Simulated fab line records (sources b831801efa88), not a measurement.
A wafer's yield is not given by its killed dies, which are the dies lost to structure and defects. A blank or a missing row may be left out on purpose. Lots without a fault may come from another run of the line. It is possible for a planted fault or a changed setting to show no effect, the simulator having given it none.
Which of the tools did it?	flow sky130	36 wafers from 12 lots sampled at 4 of the route's 708 steps

== WHAT THE GAUGES SHOWED, per wafer ==
SKY_VT_ADJUST_HVTR_TW_MEAS_11.
lot	measured	on	VT_ADJUST_HVTR_TW
L339	day 9 11:13	film metro-02	212.8 212.1 211.1
L340	day 9 15:53	film metro-02	211.8 210.6 212.1
L343	day 10 17:57	film metro-04	213.9 212.8 213.6
L345	day 11 07:58	film metro-01	210.5 210.7 210.9
L346	day 11 21:08	film metro-01	210.4 211.5 211.9
L348	day 12 05:47	film metro-01	209.0 210.3 209.5
L351	day 13 01:49	film metro-01	210.0 210.6 209.7
L356	day 14 18:37	film metro-04	214.9 213.1 213.8
L357	day 15 00:43	film metro-01	211.2 212.0 211.1
L358	day 15 05:29	film metro-02	211.9 211.1 211.9
L360	day 15 22:34	film metro-04	216.0 214.6 214.3
L362	day 16 14:53	film metro-02	213.6 214.0 213.6

SKY_SONOS_TUNNEL_TW_MEAS_12.
lot	measured	on	SONOS_TUNNEL_TW
L339	day 11 08:35	film metro-01	197.5 196.5 197.5
L340	day 11 14:04	film metro-04	198.7 198.4 198.1
L343	day 12 19:03	film metro-03	193.3 192.7 192.4
L345	day 13 09:26	film metro-01	196.5 196.5 196.9
L346	day 14 00:09	film metro-03	193.4 195.2 194.9
L348	day 14 09:11	film metro-04	200.5 200.3 200.2
L351	day 15 07:07	film metro-01	197.2 197.1 197.4
L356	day 17 02:29	film metro-01	197.3 187.6 197.7
L357	day 17 08:50	film metro-04	199.6 199.9 200.8
L358	day 17 13:59	film metro-01	187.1 187.4 198.8
L360	day 18 07:46	film metro-04	200.7 199.4 198.5
L362	day 19 02:11	film metro-04	198.8 199.0 199.3

== TOOL THAT RAN EACH LOT (tool first, then ch and the chambers of the sampled wafers, then the start) ==
lot	SKY_VT_ADJUST_HVTR_STRIP_10	SKY_SONOS_TUNNEL_IMPLANT_09
L339	plasma asher-02 ch 0,1, day 9 11:07	implanter-04 ch 0, day 11 08:10
L340	plasma asher-03 ch 0,1, day 9 15:48	implanter-04 ch 0, day 11 13:40
L343	plasma asher-03 ch 0,1, day 10 17:52	implanter-03 ch 0, day 12 18:40
L345	plasma asher-03 ch 0,1, day 11 07:52	implanter-02 ch 0, day 13 09:02
L346	plasma asher-03 ch 0,1, day 11 21:03	implanter-04 ch 0, day 13 23:46
L348	plasma asher-03 ch 1, day 12 05:41	implanter-02 ch 0, day 14 08:47
L351	plasma asher-02 ch 0,1, day 13 01:43	implanter-03 ch 0, day 15 06:32
L356	plasma asher-04 ch 0,1, day 14 18:31	implanter-03 ch 0, day 17 01:58
L357	plasma asher-04 ch 0,1, day 15 00:37	implanter-04 ch 0, day 17 08:26
L358	plasma asher-03 ch 0,1, day 15 05:23	implanter-03 ch 0, day 17 13:35
L360	plasma asher-02 ch 0,1, day 15 22:28	implanter-02 ch 0, day 18 07:17
L362	plasma asher-03 ch 0,1, day 16 14:47	implanter-02 ch 0, day 19 01:46
- SKY_VT_ADJUST_HVTR_STRIP_10: strips in O2/N2.
- SKY_SONOS_TUNNEL_IMPLANT_09

== AS READ BY THE TOOLS THEMSELVES (means over the sampled wafers that have a number; for cases with no such wafer, the mark the record gives instead) ==
SKY_VT_ADJUST_HVTR_STRIP_10.
lot	tool	drypump motor current A (A)	oes product au (a.u.)	strip time to endpoint s (s)
L339	plasma asher-02	5.7	0.712	14.11
L340	plasma asher-03	5.3	0.716	14.13
L343	plasma asher-03	5.3	0.715	14.15
L345	plasma asher-03	5.6	0.716	14.24
L346	plasma asher-03	5.6	0.716	14.13
L348	plasma asher-03	6.0	0.715	14.12
L351	plasma asher-02	5.7	0.712	14.17
L356	plasma asher-04	6.6	0.714	14.12
L357	plasma asher-04	6.6	0.715	14.15
L358	plasma asher-03	5.3	0.711	14.21
L360	plasma asher-02	5.7	0.715	14.22
L362	plasma asher-03	5.6	0.714	14.19

== THE ANSWER, worked out from the rows above alone ==
Rule: the lots themselves supply what counts as usual. The widest of any qualifying gaps counts: lots, ordered by their means at a reading, are off when they make up no more than a third of the lots, leave a main group of 4 or more, and stand apart from it by 3 or more times the standard deviation of that group's means. Not used: any main group whose means are identical at the precision the tables above print for the reading. A lot without any number at a reading at which 4 lots or more have one is off too. Any other lot the step has rows for is counted as sound. First the gauges in route order, then the tools' own readings, where a lot's mean is used as printed above. The first step at which some lot is off is used, and at that step the reading that is off furthest; a lot without a number counts as furthest.
Nothing can be told from this: no lot is off at any reading shown.

== WHAT THE SIMULATOR HAD PUT IN ==
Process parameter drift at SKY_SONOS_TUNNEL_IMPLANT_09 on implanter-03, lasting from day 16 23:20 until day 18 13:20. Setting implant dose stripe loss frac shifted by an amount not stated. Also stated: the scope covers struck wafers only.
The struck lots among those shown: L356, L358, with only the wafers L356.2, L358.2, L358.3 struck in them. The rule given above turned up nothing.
